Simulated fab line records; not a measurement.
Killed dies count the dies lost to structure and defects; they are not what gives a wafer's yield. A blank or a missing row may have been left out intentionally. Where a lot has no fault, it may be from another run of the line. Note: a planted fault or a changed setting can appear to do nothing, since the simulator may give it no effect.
Matching of chambers || flow gf180mcu || GF_STI_CMP_25 on cmp-01: 4 sister chambers
The step polishes, stops on Si3N4, t overpolish 33 s, target thk 524.6 nm. 16 wafers are shown with their chamber, then 8 later ones without.

## WAFERS PAIRED WITH THEIR CHAMBERS
{"wafer": "L082.1", "chamber": 0, "motor_current_A (A)": 11.7, "time_to_endpoint_s (s)": 130, "overpolish_run_s (s)": 32.985}
{"wafer": "L082.2", "chamber": 1, "motor_current_A (A)": 11.9, "time_to_endpoint_s (s)": 123, "overpolish_run_s (s)": 32.978}
{"wafer": "L082.3", "chamber": 3, "motor_current_A (A)": 11.5, "time_to_endpoint_s (s)": 122, "overpolish_run_s (s)": 32.995}
{"wafer": "L082.4", "chamber": 2, "motor_current_A (A)": 11.6, "time_to_endpoint_s (s)": 130, "overpolish_run_s (s)": 33.009}
{"wafer": "L082.5", "chamber": 3, "motor_current_A (A)": 11.3, "time_to_endpoint_s (s)": 126, "overpolish_run_s (s)": 32.994}
{"wafer": "L082.6", "chamber": 2, "motor_current_A (A)": 11.0, "time_to_endpoint_s (s)": 129, "overpolish_run_s (s)": 32.978}
{"wafer": "L083.1", "chamber": 0, "motor_current_A (A)": 11.7, "time_to_endpoint_s (s)": 136, "overpolish_run_s (s)": 32.988}
{"wafer": "L083.2", "chamber": 1, "motor_current_A (A)": 13.4, "time_to_endpoint_s (s)": 127, "overpolish_run_s (s)": 33.012}
{"wafer": "L083.3", "chamber": 2, "motor_current_A (A)": 10.9, "time_to_endpoint_s (s)": 129, "overpolish_run_s (s)": 32.992}
{"wafer": "L083.4", "chamber": 3, "motor_current_A (A)": 11.3, "time_to_endpoint_s (s)": 125, "overpolish_run_s (s)": 33.008}
{"wafer": "L083.5", "chamber": 2, "motor_current_A (A)": 11.8, "time_to_endpoint_s (s)": 133, "overpolish_run_s (s)": 33.012}
{"wafer": "L083.6", "chamber": 3, "motor_current_A (A)": 11.3, "time_to_endpoint_s (s)": 125, "overpolish_run_s (s)": 32.998}
{"wafer": "L085.1", "chamber": 2, "motor_current_A (A)": 11.3, "time_to_endpoint_s (s)": 125, "overpolish_run_s (s)": 32.990}
{"wafer": "L085.2", "chamber": 1, "motor_current_A (A)": 11.8, "time_to_endpoint_s (s)": 116, "overpolish_run_s (s)": 33.003}
{"wafer": "L085.3", "chamber": 0, "motor_current_A (A)": 11.8, "time_to_endpoint_s (s)": 125, "overpolish_run_s (s)": 33.010}
{"wafer": "L085.4", "chamber": 3, "motor_current_A (A)": 10.7, "time_to_endpoint_s (s)": 122, "overpolish_run_s (s)": 32.998}

SIGNATURES (averages over the wafers above)
{"reading": "motor_current_A", "chamber 0": 11.733, "chamber 1": 12.367, "chamber 2": 11.320, "chamber 3": 11.220, "scatter within a chamber": 0.463}
{"reading": "time_to_endpoint_s", "chamber 0": 130.33, "chamber 1": 122.00, "chamber 2": 129.20, "chamber 3": 124.00, "scatter within a chamber": 3.76}
{"reading": "overpolish_run_s", "chamber 0": 32.99433, "chamber 1": 32.99767, "chamber 2": 32.99620, "chamber 3": 32.99860, "scatter within a chamber": 0.0126}
Rule: for each reading, subtract the chamber's mean from the wafer's reading, divide by that reading's scatter and square the result; add these up over the readings and take the root, which gives the wafer's distance from the chamber. The wafer belongs to the nearest chamber; if the next one is less than 2 further off, it can't be placed. The scatter: take each reading less its chamber's mean, square it, sum over the shown wafers, divide by the number of wafers less the number of chambers, and take the root.

## WAFERS MISSING THEIR CHAMBER
{"wafer": "L085.5", "motor_current_A (A)": 11.8, "time_to_endpoint_s (s)": 123, "overpolish_run_s (s)": 32.994}
{"wafer": "L085.6", "motor_current_A (A)": 11.0, "time_to_endpoint_s (s)": 115, "overpolish_run_s (s)": 32.981}
{"wafer": "L089.1", "motor_current_A (A)": 11.9, "time_to_endpoint_s (s)": 128, "overpolish_run_s (s)": 32.992}
{"wafer": "L089.2", "motor_current_A (A)": 12.0, "time_to_endpoint_s (s)": 122, "overpolish_run_s (s)": 33.008}
{"wafer": "L089.3", "motor_current_A (A)": 11.3, "time_to_endpoint_s (s)": 117, "overpolish_run_s (s)": 32.998}
{"wafer": "L089.4", "motor_current_A (A)": 11.3, "time_to_endpoint_s (s)": 128, "overpolish_run_s (s)": 32.995}
{"wafer": "L089.5", "motor_current_A (A)": 12.3, "time_to_endpoint_s (s)": 122, "overpolish_run_s (s)": 32.990}
{"wafer": "L089.6", "motor_current_A (A)": 11.9, "time_to_endpoint_s (s)": 132, "overpolish_run_s (s)": 33.009}

## CHAMBER TAKEN BY EACH
{"wafer": "L085.5", "from the rows above": "can't be placed: 1 or 3 or 2 or 0", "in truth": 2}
{"wafer": "L085.6", "from the rows above": "can't be placed: 3 or 1 or 2 or 0", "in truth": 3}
{"wafer": "L089.1", "from the rows above": "can't be placed: 0 or 2 or 3 or 1", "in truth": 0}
{"wafer": "L089.2", "from the rows above": "can't be placed: 1 or 3 or 0 or 2", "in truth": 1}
{"wafer": "L089.3", "from the rows above": "can't be placed: 3 or 1 or 2 or 0", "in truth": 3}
{"wafer": "L089.4", "from the rows above": "can't be placed: 2 or 3 or 0", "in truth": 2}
{"wafer": "L089.5", "from the rows above": "can't be placed: 1 or 3 or 0", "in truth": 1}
{"wafer": "L089.6", "from the rows above": "can't be placed: 0 or 2 or 3 or 1", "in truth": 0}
Correct placement for 0 of the 8. These rows do not allow placing 8 (true chamber among the candidates in 8). 0 placed wrongly.
